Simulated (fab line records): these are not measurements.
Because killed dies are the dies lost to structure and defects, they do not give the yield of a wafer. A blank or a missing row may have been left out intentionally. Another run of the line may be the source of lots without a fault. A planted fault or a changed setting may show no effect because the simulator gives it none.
fab line records | flow gf180mcu | part 2 of 2: steps 25 to 33 of 33
[record] lots = 5 | wafers = 15 | lastDay = 34
route steps=602 shown V3@429 M4@456
lots untouched by any fault: they come from a run of this same line in which no faults occurred
startH: start of the lot's first displayed wafer, in hours after the record's first day | waitH: hours since the lot's step before | " identical to the entry in the row above | L1.1+2: a row that stands for several wafers | - no value, or no start given | * or withheld: withheld | < > ~ a bound
route shown NAME@n: a module of which the file shows steps, and the number in the route of the first | usual: mean/standard deviation taken from wafers without a fault | same: alike in all rows | chamber/n: place in a boat | sites: each site's reading | _std_site: standard deviation across them | _edge_site: inner sites' mean taken away from outer sites' mean | radiusMm: for every site, how far away it sits from the centre of the wafer | mask NAME#n: copy n | behind: the last tool/chamber to shape the wafer | hold: cause of the lot's hold/its duration in hours/its outcome | device: the n, p or np transistor that did not switch | end of line: the same wafers' tests at the end of the route | a step without rows: its recipe alone | killed: not the wafer's yield, but the dies lost to structure and defects at the first sort | map: a wafer's dies, marking killed ones x, the rest . and places with no die _
set.NAME: the setting as run; set.NAME@STEP: as run at that earlier step | model.NAME: the simulator's own value behind a step, which no gauge read
lots seen at some steps along the route; tables by step, rows by wafer
services: a tool's chamber out of use, with start hour (startH, from the record's first day; less than 0 if before it), hours out, and reason
[[steps]]
[step GF_V3_RS_MEAS_24]
[recipe] thkMeasGauge = four-point-probe | reads = W_of_V3_CVD_23+TiN_of_V3_SPUTTER_22+Ti_of_V3_SPUTTER_21
[usual] V3_W_RS = 0.324/0.0065
lot.wafer | tool         | chamber | startH | waitH | V3_W_RS[ohm/sq]
L082.1    | filmMetro-03 | -       | 587.42 | 0.1   | 0.310
L082.2    | "            | -       | "      | "     | 0.324
L082.4    | "            | -       | "      | "     | 0.312
L085.2    | filmMetro-01 | -       | 606.02 | 0.1   | 0.331
L085.3    | "            | -       | "      | "     | 0.329
L085.4    | "            | -       | "      | "     | 0.322
L090.1    | filmMetro-03 | -       | 648.46 | 0.1   | 0.315
L090.5    | "            | -       | "      | "     | 0.313
L090.6    | "            | -       | "      | "     | 0.324
L095.2    | filmMetro-02 | -       | 678.71 | 0.1   | 0.336
L095.4    | "            | -       | "      | "     | 0.327
L095.5    | "            | -       | "      | "     | 0.332
L097.3    | filmMetro-03 | -       | 690.40 | 0.1   | 0.331
L097.4    | "            | -       | "      | "     | 0.330
L097.5    | "            | -       | "      | "     | 0.324
[step GF_V3_THK_MEAS_25]
[recipe] thkMeasGauge = xrf | reads = W_of_V3_CVD_23
[usual] V3_W_THK = 357/8.3
lot.wafer | tool         | chamber | startH | waitH | V3_W_THK[nm]
L082.1    | filmMetro-03 | -       | 587.54 | 0.1   | 367
L082.2    | "            | -       | "      | "     | 351
L082.4    | "            | -       | "      | "     | 362
L085.2    | filmMetro-01 | -       | 606.13 | 0.1   | 355
L085.3    | "            | -       | "      | "     | 357
L085.4    | "            | -       | "      | "     | 365
L090.1    | filmMetro-03 | -       | 648.58 | 0.1   | 367
L090.5    | "            | -       | "      | "     | 372
L090.6    | "            | -       | "      | "     | 359
L095.2    | filmMetro-02 | -       | 678.82 | 0.1   | 341
L095.4    | "            | -       | "      | "     | 354
L095.5    | "            | -       | "      | "     | 349
L097.3    | filmMetro-03 | -       | 690.50 | 0.1   | 347
L097.4    | "            | -       | "      | "     | 348
L097.5    | "            | -       | "      | "     | 353
[step GF_V3_CMP_26]
[recipe] stopOn = SiO2 | downForcePsi = 3.5 | platenRpm = 60 | tOverpolishS = 15 | targetThkNm = 0 | padVelocityMS = 0.94248
[usual] motorCurrentA = 11.2/1.1 | overpolishRunS = 15.000/0.0095 | timeToEndpointS = 85/3.7
lot.wafer | tool   | chamber | startH | waitH | motorCurrentA | overpolishRunS | timeToEndpointS
L082.4    | cmp-01 | 0       | 587.60 | 0.0   | 11.6          | 15.001         | 88
L082.1    | "      | 1       | "      | "     | 9.0           | 15.002         | 89
L082.2    | "      | 3       | "      | "     | 10.1          | 14.999         | 90
L085.3    | cmp-02 | 3       | 606.18 | 0.0   | 11.5          | 14.997         | 85
L085.4    | "      | 0       | "      | "     | 11.7          | 15.012         | 90
L085.2    | "      | 1       | "      | "     | 12.1          | 14.981         | 81
L090.1    | cmp-02 | 3       | 648.79 | 0.2   | 11.9          | 14.999         | 91
L090.5    | "      | 0       | "      | "     | 12.2          | 14.999         | 92
L090.6    | "      | 1       | "      | "     | 12.1          | 15.000         | 85
L095.4    | cmp-01 | 2       | 678.92 | 0.1   | 11.3          | 15.021         | 78
L095.2    | "      | 3       | "      | "     | 10.1          | 14.987         | 84
L095.5    | "      | 1       | "      | "     | 9.0           | 14.997         | 82
L097.3    | cmp-01 | 0       | 690.89 | 0.4   | 12.4          | 14.974         | 81
L097.4    | "      | 1       | "      | "     | 9.5           | 14.989         | 83
L097.5    | "      | 2       | "      | "     | 11.0          | 15.020         | 83
[step GF_M4_SPUTTER_00]
[recipe] material = Ti | targetThkNm = 37.5 | arrivingIonEnergyEv = 80 | substrateTempC = 200 | chamberPressurePa = 2 | powerW = 4000 | timeS = 150
[usual] throttleValvePct = 30.5/0.66
lot.wafer | tool          | chamber | startH | waitH | throttleValvePct
L082.1    | pvdSputter-03 | -       | 587.90 | 0.2   | 29.9
L082.2    | "             | -       | "      | "     | 30.0
L082.4    | "             | -       | "      | "     | 30.2
L085.2    | pvdSputter-01 | -       | 606.48 | 0.1   | 31.1
L085.3    | "             | -       | "      | "     | 30.4
L085.4    | "             | -       | "      | "     | 30.1
L090.1    | pvdSputter-01 | -       | 648.94 | 0.1   | 29.9
L090.5    | "             | -       | "      | "     | 31.7
L090.6    | "             | -       | "      | "     | 30.4
L095.2    | pvdSputter-01 | -       | 679.17 | 0.1   | 32.0
L095.4    | "             | -       | "      | "     | 30.5
L095.5    | "             | -       | "      | "     | 31.1
L097.3    | pvdSputter-02 | -       | 691.09 | 0.1   | 30.6
L097.4    | "             | -       | "      | "     | 30.4
L097.5    | "             | -       | "      | "     | 29.6
[step GF_M4_SPUTTER_01]
[recipe] material = TiN | targetThkNm = 30 | powerW = 6500 | timeS = 25 | chamberPressurePa = 0.4
[usual] throttleValvePct = 30.5/0.69
lot.wafer | tool          | chamber | startH | waitH | throttleValvePct
L082.1    | pvdSputter-03 | -       | 588.00 | 0.1   | 29.5
L082.2    | "             | -       | "      | "     | 29.8
L082.4    | "             | -       | "      | "     | 30.0
L085.2    | pvdSputter-01 | -       | 606.58 | 0.1   | 31.1
L085.3    | "             | -       | "      | "     | 30.6
L085.4    | "             | -       | "      | "     | 29.7
L090.1    | pvdSputter-01 | -       | 649.04 | 0.1   | 29.9
L090.5    | "             | -       | "      | "     | 31.7
L090.6    | "             | -       | "      | "     | 30.2
L095.2    | pvdSputter-01 | -       | 679.27 | 0.1   | 31.6
L095.4    | "             | -       | "      | "     | 30.5
L095.5    | "             | -       | "      | "     | 30.9
L097.3    | pvdSputter-02 | -       | 691.19 | 0.1   | 30.5
L097.4    | "             | -       | "      | "     | 30.3
L097.5    | "             | -       | "      | "     | 29.6
[step GF_M4_SPUTTER_02]
[recipe] material = AlCu | targetThkNm = 450 | powerW = 10600 | timeS = 23.9 | chamberPressurePa = 0.4
[usual] throttleValvePct = 30.5/0.66
lot.wafer | tool          | chamber | startH | waitH | throttleValvePct
L082.1    | pvdSputter-03 | -       | 588.03 | 0.0   | 29.5
L082.2    | "             | -       | "      | "     | 29.9
L082.4    | "             | -       | "      | "     | 30.1
L085.2    | pvdSputter-01 | -       | 606.61 | 0.0   | 31.4
L085.3    | "             | -       | "      | "     | 30.7
L085.4    | "             | -       | "      | "     | 29.9
L090.1    | pvdSputter-01 | -       | 649.07 | 0.0   | 29.9
L090.5    | "             | -       | "      | "     | 31.8
L090.6    | "             | -       | "      | "     | 30.5
L095.2    | pvdSputter-01 | -       | 679.30 | 0.0   | 31.9
L095.4    | "             | -       | "      | "     | 30.6
L095.5    | "             | -       | "      | "     | 30.9
L097.3    | pvdSputter-02 | -       | 691.22 | 0.0   | 30.6
L097.4    | "             | -       | "      | "     | 30.5
L097.5    | "             | -       | "      | "     | 29.8
[step GF_M4_SPUTTER_03]
[recipe] material = Ti | targetThkNm = 10 | substrateTempC = 300 | chamberPressurePa = 0.3 | powerW = 3000 | timeS = 6.7
[usual] throttleValvePct = 30.5/0.68
lot.wafer | tool          | chamber | startH | waitH | throttleValvePct
L082.1    | pvdSputter-03 | -       | 588.06 | 0.0   | 29.7
L082.2    | "             | -       | "      | "     | 29.5
L082.4    | "             | -       | "      | "     | 30.3
L085.2    | pvdSputter-01 | -       | 606.64 | 0.0   | 31.1
L085.3    | "             | -       | "      | "     | 30.4
L085.4    | "             | -       | "      | "     | 29.8
L090.1    | pvdSputter-01 | -       | 649.10 | 0.0   | 30.0
L090.5    | "             | -       | "      | "     | 31.8
L090.6    | "             | -       | "      | "     | 30.5
L095.2    | pvdSputter-01 | -       | 679.33 | 0.0   | 31.7
L095.4    | "             | -       | "      | "     | 30.3
L095.5    | "             | -       | "      | "     | 31.2
L097.3    | pvdSputter-02 | -       | 691.25 | 0.0   | 30.1
L097.4    | "             | -       | "      | "     | 30.4
L097.5    | "             | -       | "      | "     | 29.7
[step GF_M4_SPUTTER_04]
[recipe] material = TiN | targetThkNm = 50 | powerW = 6500 | timeS = 41.7 | chamberPressurePa = 0.4
[usual] throttleValvePct = 30.5/0.67
lot.wafer | tool          | chamber | startH | waitH | throttleValvePct
L082.1    | pvdSputter-03 | -       | 588.08 | 0.0   | 30.1
L082.2    | "             | -       | "      | "     | 29.9
L082.4    | "             | -       | "      | "     | 30.1
L085.2    | pvdSputter-01 | -       | 606.66 | 0.0   | 31.0
L085.3    | "             | -       | "      | "     | 30.6
L085.4    | "             | -       | "      | "     | 30.1
L090.1    | pvdSputter-01 | -       | 649.12 | 0.0   | 29.9
L090.5    | "             | -       | "      | "     | 31.7
L090.6    | "             | -       | "      | "     | 30.5
L095.2    | pvdSputter-01 | -       | 679.35 | 0.0   | 31.9
L095.4    | "             | -       | "      | "     | 30.7
L095.5    | "             | -       | "      | "     | 31.1
L097.3    | pvdSputter-02 | -       | 691.27 | 0.0   | 30.4
L097.4    | "             | -       | "      | "     | 30.6
L097.5    | "             | -       | "      | "     | 29.6
[step GF_M4_RS_MEAS_05]
[recipe] thkMeasGauge = four-point-probe | reads = TiN_of_M4_SPUTTER_04+Ti_of_M4_SPUTTER_03+AlCu_of_M4_SPUTTER_02+TiN_of_M4_SPUTTER_01+Ti_of_M4_SPUTTER_00
[usual] M4_ALCU_RS = 0.0694/0.00064
lot.wafer | tool         | chamber | startH | waitH | M4_ALCU_RS[ohm/sq]
L082.1    | filmMetro-01 | -       | 588.12 | 0.0   | 0.0688
L082.2    | "            | -       | "      | "     | 0.0695
L082.4    | "            | -       | "      | "     | 0.0692
L085.2    | filmMetro-01 | -       | 606.72 | 0.0   | 0.0692
L085.3    | "            | -       | "      | "     | 0.0692
L085.4    | "            | -       | "      | "     | 0.0690
L090.1    | filmMetro-01 | -       | 649.16 | 0.0   | 0.0690
L090.5    | "            | -       | "      | "     | 0.0686
L090.6    | "            | -       | "      | "     | 0.0688
L095.2    | filmMetro-04 | -       | 679.41 | 0.0   | 0.0691
L095.4    | "            | -       | "      | "     | 0.0687
L095.5    | "            | -       | "      | "     | 0.0686
L097.3    | filmMetro-01 | -       | 691.35 | 0.1   | 0.0691
L097.4    | "            | -       | "      | "     | 0.0688
L097.5    | "            | -       | "      | "     | 0.0683
[[services]]
tool           | chamber | startH | hours | kind
krfScanner-01  | -       | 542.74 | 4.4   | pm
wetBench-01    | -       | 554.72 | 1.7   | repair
pvdSputter-03  | -       | 556.92 | 0.9   | repair
rieDiel-01     | -       | 557.72 | 0.2   | repair
wetBench-01    | -       | 569.50 | 3.8   | repair
cmp-02         | -       | 572.00 | 4.0   | pm
hdpcvd-02      | -       | 575.17 | 1.1   | repair
krfScanner-02  | -       | 587.24 | 1.0   | pm
krfScanner-02  | -       | 590.47 | 0.8   | pm
cmp-01         | -       | 592.22 | 1.5   | repair
cmp-02         | -       | 601.94 | 1.5   | repair
cmp-02         | -       | 601.95 | 0.3   | repair
rieDiel-04     | 3       | 622.86 | 6.1   | repair
cmp-01         | -       | 630.96 | 1.8   | repair
cvdW-02        | -       | 641.16 | 0.5   | repair
cvdW-02        | -       | 651.07 | 2.8   | pm
cvdW-01        | 1       | 653.90 | 12.5  | repair
krfScanner-02  | -       | 655.39 | 1.3   | pm
plasmaAsher-04 | -       | 656.14 | 3.0   | repair
cvdW-01        | 0       | 656.54 | 2.6   | repair
hdpcvd-02      | -       | 659.98 | 4.3   | pm
cvdW-02        | -       | 671.25 | 27.7  | repair
cmp-02         | -       | 676.31 | 15.2  | repair
krfScanner-02  | -       | 685.93 | 3.6   | pm
